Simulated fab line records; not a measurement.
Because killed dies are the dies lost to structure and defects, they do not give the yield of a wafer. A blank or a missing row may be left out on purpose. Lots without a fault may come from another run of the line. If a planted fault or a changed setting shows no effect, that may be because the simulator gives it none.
Which tool was responsible? | flow sky130 | 15 lots with 45 wafers sampled at 4 steps, on a route of 708 steps

WHAT THE GAUGES SHOWED, per wafer
SKY_LDD_N_OVL_MEAS_07.
lot  | measured     | on         | LDD_N_OVL (nm)
L178 | day 17 13:31 | overlay-01 | -1.2 0.5 -1.5
L179 | day 17 18:31 | overlay-01 | 0.7 0.6 -0.6
L180 | day 18 05:53 | overlay-02 | 0.3 -1.5 -1.0
L181 | day 18 13:52 | overlay-02 | 0.3 -0.7 -2.2
L182 | day 19 03:47 | overlay-01 | -0.6 -0.9 -1.0
L185 | day 19 22:50 | overlay-01 | -1.0 -1.6 -1.1
L187 | day 21 16:29 | overlay-02 | -1.7 -1.3 -2.6
L188 | day 22 14:41 | overlay-01 | -0.8 0.6 0.9
L189 | day 22 15:28 | overlay-01 | 0.1 -1.3 -1.3
L191 | day 22 20:25 | overlay-01 | -1.3 -2.2 -0.1
L196 | day 24 07:17 | overlay-01 | -0.7 -0.2 -1.8
L195 | day 24 07:53 | overlay-01 | -1.1 -0.8 0.2
L198 | day 24 21:37 | overlay-02 | -0.5 -2.0 -0.3
L199 | day 25 02:32 | overlay-02 | -2.7 -3.5 -3.0
L200 | day 25 05:49 | overlay-01 | 1.2 -1.7 -2.5

SKY_LDD_N_TW_MEAS_17.
lot  | measured     | on            | LDD_N_TW
L178 | day 17 14:52 | film-metro-01 | 2601 2599 2603
L179 | day 17 19:52 | film-metro-03 | 2595 2595 2591
L180 | day 18 07:13 | film-metro-03 | 2608 2616 2612
L181 | day 18 15:13 | film-metro-01 | 2610 2623 2588
L182 | day 19 05:08 | film-metro-03 | 2589 2590 2584
L185 | day 20 00:11 | film-metro-01 | 2595 2579 2581
L187 | day 21 17:49 | film-metro-01 | 2573 2587 2569
L188 | day 22 16:06 | film-metro-02 | 2554 2551 2569
L189 | day 22 16:48 | film-metro-02 | 2556 2553 2557
L191 | day 22 21:46 | film-metro-02 | 2563 2554 2556
L196 | day 24 08:37 | film-metro-03 | 2596 2598 2594
L195 | day 24 09:32 | film-metro-02 | 2575 2568 2577
L198 | day 24 22:57 | film-metro-02 | 2584 2583 2575
L199 | day 25 03:52 | film-metro-03 | 2617 2616 2628
L200 | day 25 07:10 | film-metro-02 | 2557 2550 2553

SKY_LDD_P_TW_MEAS_11.
lot  | measured     | on            | LDD_P_TW
L178 | day 18 21:04 | film-metro-01 | 639 639 633
L179 | day 19 02:43 | film-metro-01 | 636 635 636
L180 | day 19 13:05 | film-metro-02 | 638 641 639
L181 | day 19 21:50 | film-metro-04 | 638 637 640
L182 | day 20 12:11 | film-metro-04 | 639 639 644
L185 | day 21 06:18 | film-metro-02 | 633 633 633
L187 | day 23 00:49 | film-metro-01 | 635 632 634
L188 | day 23 22:17 | film-metro-02 | 633 630 632
L189 | day 23 23:10 | film-metro-02 | 634 633 633
L191 | day 24 03:53 | film-metro-02 | 634 636 634
L196 | day 25 13:59 | film-metro-02 | 630 631 633
L195 | day 25 15:08 | film-metro-01 | 635 637 636
L198 | day 26 03:25 | film-metro-02 | 634 633 635
L199 | day 26 08:38 | film-metro-02 | 633 634 633
L200 | day 26 12:57 | film-metro-02 | 633 635 638

EACH LOT AND THE TOOL THAT RAN IT (in order: tool; ch and the chambers of the sampled wafers; start)
lot  | SKY_POLY_GATE_OXIDATION_20
L178 | furnace-01 ch 0, day 16 07:20
L179 | furnace-01 ch 0, day 16 12:47
L180 | furnace-02 ch 0, day 16 23:13
L181 | furnace-02 ch 0, day 17 07:07
L182 | furnace-02 ch 0, day 17 19:47
L185 | furnace-01 ch 0, day 18 15:10
L187 | furnace-01, day 20 08:39
L188 | furnace-02, day 21 06:47
L189 | furnace-01, day 21 07:43
L191 | furnace-01 ch 0, day 21 12:41
L196 | furnace-02 ch 0, day 22 23:30
L195 | furnace-01 ch 0, day 23 01:06
L198 | furnace-01 ch 0, day 23 14:54
L199 | furnace-02 ch 0, day 23 19:49
L200 | furnace-02 ch 0, day 23 23:00
- SKY_POLY_GATE_OXIDATION_20: stabilise 600 s, purge 300 s, target thk 4 nm.

AS READ BY THE TOOLS THEMSELVES (means over the sampled wafers that have a number; for cases with no such wafer, the mark the record gives instead)
SKY_POLY_GATE_OXIDATION_20.
lot  | tool       | ox-temp-c (C) | ox-temp-c-max
L178 | furnace-01 | 850.0         | 853.4
L179 | furnace-01 | 849.3         | 853.6
L180 | furnace-02 | 849.7         | 853.4
L181 | furnace-02 | 849.9         | 853.7
L182 | furnace-02 | 850.1         | 853.8
L185 | furnace-01 | 850.6         | 854.5
L187 | furnace-01 | -             | -
L188 | furnace-02 | -             | -
L189 | furnace-01 | -             | -
L191 | furnace-01 | 850.5         | 854.2
L196 | furnace-02 | 850.2         | 854.3
L195 | furnace-01 | 849.8         | 853.6
L198 | furnace-01 | 850.3         | 853.7
L199 | furnace-02 | 850.3         | 854.0
L200 | furnace-02 | 849.7         | 852.8

THE ANSWER, worked out from the rows above alone
Rule: the lots themselves supply what counts as usual. The widest of any qualifying gaps counts: lots, ordered by their means at a reading, are off when they make up no more than a third of the lots, leave a main group of 4 or more, and stand apart from it by 3 or more times the standard deviation of that group's means. If all means in a main group match to the digits the tables above print for the reading, that group is not used. Also off: a lot with no number at a reading for which 4 or more lots have one. Where the step has rows for the other lots, those lots are counted as sound. The gauges are gone through in route order, then the tools' own readings, and for those a lot's mean is taken as printed above. At the first step where some lot is off, the reading lying furthest off is the one used; lots without a number count as furthest.
Off: L187, L188, L189 (SKY_POLY_GATE_OXIDATION_20, ox-temp-c). Without a number there: L187, L188, L189. The main group: mean 850.0 C, standard deviation 0.36.
A tool fits if, at that step or a process step before it, it ran every lot that is off, and no sound lot after the first of them. Not one of the candidates tried fits.

WHAT WAS PUT IN BY THE SIMULATOR
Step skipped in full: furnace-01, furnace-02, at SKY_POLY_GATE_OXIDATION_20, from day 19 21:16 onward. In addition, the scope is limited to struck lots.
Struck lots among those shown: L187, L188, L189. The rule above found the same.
